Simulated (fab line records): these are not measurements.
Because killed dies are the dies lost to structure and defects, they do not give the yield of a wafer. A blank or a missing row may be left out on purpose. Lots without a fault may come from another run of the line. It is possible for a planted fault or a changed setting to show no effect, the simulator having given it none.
Which tool is to blame?    flow gf180mcu    41 wafers from 14 lots sampled at 4 of the route's 602 steps

## WHAT THE GAUGES READ, wafer by wafer
GF_HV_LDD_OVL_MEAS_08. Usual: HV_LDD_OVL typically reads 0.5 nm, with standard deviation 1.5.
lot   measured      on          HV_LDD_OVL (nm)  flag
L129  day 9 23:36   overlay-01  -0.3 1.2 0.4     
L130  day 10 08:54  overlay-01  0.1 0.2 -1.2     
L131  day 10 15:09  overlay-01  3.0 1.2 1.6      
L132  day 10 22:04  overlay-02  -2.2 -1.1 -1.5   
L133  day 11 02:49  overlay-01  -0.8 -0.8 0.4    
L134  day 11 07:45  overlay-02  -0.2 -1.0 1.3    
L135  day 11 14:58  overlay-02  2.5 1.5 3.1      
L136  day 12 00:03  overlay-01  1.2 0.7 2.5      
L137  day 12 07:36  overlay-02  1.9 2.2 1.7      
L145  day 14 14:24  overlay-02  -2.2 0.3         
L146  day 15 05:25  overlay-01  0.4 -4.5 0.3     
L148  day 15 17:54  overlay-01  -0.1 1.1 -0.6    
L150  day 16 17:19  overlay-01  -1.2 -0.4 -0.7   
L151  day 17 05:41  overlay-02  2.2 -0.4 2.8     

GF_SAB_THK_MEAS_01. Usual: SAB_CVD_00_THK typically reads 49.8 nm, with standard deviation 0.68.
lot   measured      on             SAB_CVD_00_THK (nm)  flag
L129  day 14 04:30  film metro-03  49.8 49.4 49.4       
L130  day 14 13:50  film metro-03  49.8 49.2 50.3       
L131  day 14 21:23  film metro-03  48.8 49.1 50.1       
L132  day 15 06:28  film metro-01  49.4 49.7 51.2       
L133  day 15 11:23  film metro-03  49.3 50.5 50.4       
L134  day 15 17:41  film metro-01  48.7 50.3 49.8       
L135  day 16 04:30  film metro-03  49.2 49.3 49.2       
L136  day 16 11:26  film metro-04  49.2 48.4 49.2       
L137  day 16 20:27  film metro-04  50.0 49.0 50.8       
L145  day 19 13:24  film metro-03  83.0 51.1            OFF
L146  day 20 12:20  film metro-04  49.8 49.0 82.4       OFF
L148  day 20 19:59  film metro-03  50.8 50.1 51.1       
L150  day 21 21:38  film metro-03  49.6 50.8 50.0       
L151  day 22 09:34  film metro-04  48.4 50.7 49.6       

## WHICH TOOL RAN EACH LOT (tool, then ch and the chambers of the sampled wafers, then the start)
lot   GF_VT_IMPLANT_RTA_45              GF_SAB_CVD_00
L129  rtp anneal-01 ch 0, day 7 10:16   pecvd-01 ch 0,1,2, day 14 04:29
L130  rtp anneal-02 ch 0, day 7 17:58   pecvd-01 ch 0,1, day 14 13:49
L131  rtp anneal-01 ch 0, day 8 00:37   pecvd-02 ch 0,1, day 14 21:22
L132  rtp anneal-01 ch 0, day 8 07:48   pecvd-02 ch 0,1,2, day 15 06:26
L133  rtp anneal-02 ch 0, day 8 13:48   pecvd-03 ch 1,2, day 15 11:22
L134  rtp anneal-01 ch 0, day 8 19:04   pecvd-02 ch 0,1,2, day 15 17:40
L135  rtp anneal-02 ch 0, day 9 02:44   pecvd-01 ch 1,2, day 16 04:28
L136  rtp anneal-02 ch 0, day 9 07:25   pecvd-02 ch 0,1, day 16 11:25
L137  rtp anneal-02 ch 0, day 9 17:15   pecvd-02 ch 0,1,2, day 16 20:25
L145  rtp anneal-01 ch 0, day 11 20:05  pecvd-03 ch 0,1, day 19 13:22
L146  rtp anneal-02 ch 0, day 12 04:39  pecvd-03 ch 0,1,2, day 20 12:19
L148  rtp anneal-02 ch 0, day 12 20:06  pecvd-01 ch 0,2, day 20 19:58
L150  rtp anneal-01 ch 0, day 13 16:57  pecvd-01 ch 0,1,2, day 21 21:37
L151  rtp anneal-02 ch 0, day 14 02:31  pecvd-01 ch 0,2, day 22 09:31
- GF_VT_IMPLANT_RTA_45: time 30 s.
- GF_SAB_CVD_00: deposits SiO2 from TEOS, target thk 50 nm, time 4.9302 s.

## AS READ BY THE TOOLS THEMSELVES (means over the sampled wafers that have a number; for cases with no such wafer, the mark the record gives instead)
GF_VT_IMPLANT_RTA_45. Usual: lamp power pct 32.1 %, standard deviation 0.8; wafer_temp_C_max 1056.5, standard deviation 3.
lot   tool           lamp power pct (%)  wafer_temp_C_max  flag
L129  rtp anneal-01  32.9                1053.6            
L130  rtp anneal-02  31.3                1058.7            
L131  rtp anneal-01  32.9                1054.4            
L132  rtp anneal-01  32.9                1054.0            
L133  rtp anneal-02  31.3                1058.6            
L134  rtp anneal-01  33.0                1053.8            
L135  rtp anneal-02  31.3                1060.5            
L136  rtp anneal-02  31.3                1059.5            
L137  rtp anneal-02  31.3                1058.6            
L145  rtp anneal-01  32.9                1054.2            
L146  rtp anneal-02  31.3                1058.6            
L148  rtp anneal-02  31.3                1059.7            
L150  rtp anneal-01  32.9                1053.2            
L151  rtp anneal-02  31.3                1058.5            

GF_SAB_CVD_00. Usual: heater power w 612 W, standard deviation 84; rf fwd power W 588 W, standard deviation 3.
lot   tool      heater power w (W)  rf fwd power W (W)  flag
L129  pecvd-01  572                 589                 
L130  pecvd-01  576                 591                 
L131  pecvd-02  650                 591                 
L132  pecvd-02  665                 590                 
L133  pecvd-03  546                 588                 
L134  pecvd-02  635                 590                 
L135  pecvd-01  507                 585                 
L136  pecvd-02  687                 588                 
L137  pecvd-02  642                 591                 
L145  pecvd-03  635                 586                 
L146  pecvd-03  640                 586                 
L148  pecvd-01  647                 588                 
L150  pecvd-01  535                 589                 
L151  pecvd-01  608                 587                 

## THE ANSWER, worked out from the rows above alone
Rule: take the mean of a lot's wafers that have a number; if it is more than 3 standard deviations from the usual mean, the lot is off. A lot without any number at a reading at which 4 lots or more have one is off too. Where the step has rows for the other lots, those lots are counted as sound. The gauges are gone through in route order, then the tools' own readings, and for those a lot's mean is taken as printed above. At the first step where some lot is off, the reading lying furthest off is the one used; lots without a number count as furthest.
Off: L145, L146, at GF_SAB_THK_MEAS_01 (SAB_CVD_00_THK).
If a tool, at a process step before that reading, ran all the lots that are off and no sound lot after the first of them, it fits. Those tools and the gauges at GF_SAB_THK_MEAS_01 are tried in the same way. One fits: pecvd-03 at GF_SAB_CVD_00. A fault onset in the window from L133 (day 15 11:22, its last sound lot) to L145 (day 19 13:22, its first lot off) fits.

## WHAT THE SIMULATOR PUT IN
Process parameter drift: pecvd-03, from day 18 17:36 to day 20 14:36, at GF_SAB_CVD_00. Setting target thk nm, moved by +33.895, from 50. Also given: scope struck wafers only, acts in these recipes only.
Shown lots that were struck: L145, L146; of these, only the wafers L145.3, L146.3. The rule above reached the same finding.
